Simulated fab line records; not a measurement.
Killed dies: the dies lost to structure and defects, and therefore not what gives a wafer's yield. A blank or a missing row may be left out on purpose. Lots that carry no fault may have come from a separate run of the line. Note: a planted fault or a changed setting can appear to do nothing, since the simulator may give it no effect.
Matching of chambers || flow gf180mcu || 3 sister chambers for GF_V5_CVD_02 on pecvd-01
The step deposits SiO2 from TEOS, target thk 1450 nm, time 163.28 s. 3 wafers are shown with their chamber, then 12 later ones without.

WAFERS, EACH WITH ITS CHAMBER
{"wafer": "L090.1", "chamber": 2, "heaterPowerW (W)": 646}
{"wafer": "L090.2", "chamber": 1, "heaterPowerW (W)": 644}
{"wafer": "L090.4", "chamber": 0, "heaterPowerW (W)": 652}

WAFERS WITHOUT THEIR CHAMBER
{"wafer": "L091.1", "heaterPowerW (W)": 535}
{"wafer": "L091.2", "heaterPowerW (W)": 631}
{"wafer": "L091.4", "heaterPowerW (W)": 532}
{"wafer": "L092.2", "heaterPowerW (W)": 639}
{"wafer": "L092.4", "heaterPowerW (W)": 521}
{"wafer": "L092.5", "heaterPowerW (W)": 729}
{"wafer": "L094.1", "heaterPowerW (W)": 737}
{"wafer": "L094.2", "heaterPowerW (W)": 662}
{"wafer": "L094.3", "heaterPowerW (W)": 611}
{"wafer": "L094.4", "heaterPowerW (W)": 578}
{"wafer": "L094.5", "heaterPowerW (W)": 493}
{"wafer": "L094.6", "heaterPowerW (W)": 656}

WHICH CHAMBER EACH ONE RAN IN
{"wafer": "L091.1", "from the rows above": "can't be placed: 1 or 2 or 0", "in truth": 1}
{"wafer": "L091.2", "from the rows above": "can't be placed: 1 or 2 or 0", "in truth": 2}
{"wafer": "L091.4", "from the rows above": "can't be placed: 1 or 2 or 0", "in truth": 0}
{"wafer": "L092.2", "from the rows above": "can't be placed: 1 or 2 or 0", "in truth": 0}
{"wafer": "L092.4", "from the rows above": "can't be placed: 1 or 2 or 0", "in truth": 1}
{"wafer": "L092.5", "from the rows above": "can't be placed: 0 or 2 or 1", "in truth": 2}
{"wafer": "L094.1", "from the rows above": "can't be placed: 0 or 2 or 1", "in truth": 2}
{"wafer": "L094.2", "from the rows above": "can't be placed: 0 or 2 or 1", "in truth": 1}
{"wafer": "L094.3", "from the rows above": "can't be placed: 1 or 2 or 0", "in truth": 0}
{"wafer": "L094.4", "from the rows above": "can't be placed: 1 or 2 or 0", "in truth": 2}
{"wafer": "L094.5", "from the rows above": "can't be placed: 1 or 2 or 0", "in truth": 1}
{"wafer": "L094.6", "from the rows above": "can't be placed: 0 or 2 or 1", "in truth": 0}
0 of 12 placed correctly. Can't be placed from these rows: 12 (the true chamber is among the candidates in 12). Placed wrongly: 0.
How it was worked out, from the rows above alone: a wafer's distance from a chamber is the root of the sum, over the readings, of the square of ((its reading less the chamber's mean) divided by the reading's scatter). If the next closest chamber is less than 2 further off than the closest, the wafer can't be placed; otherwise it belongs to the closest. A chamber's mean is the mean of its shown wafers. The scatter: root of mean squared gap, hidden wafer to nearest shown wafer, with one shown wafer a chamber.
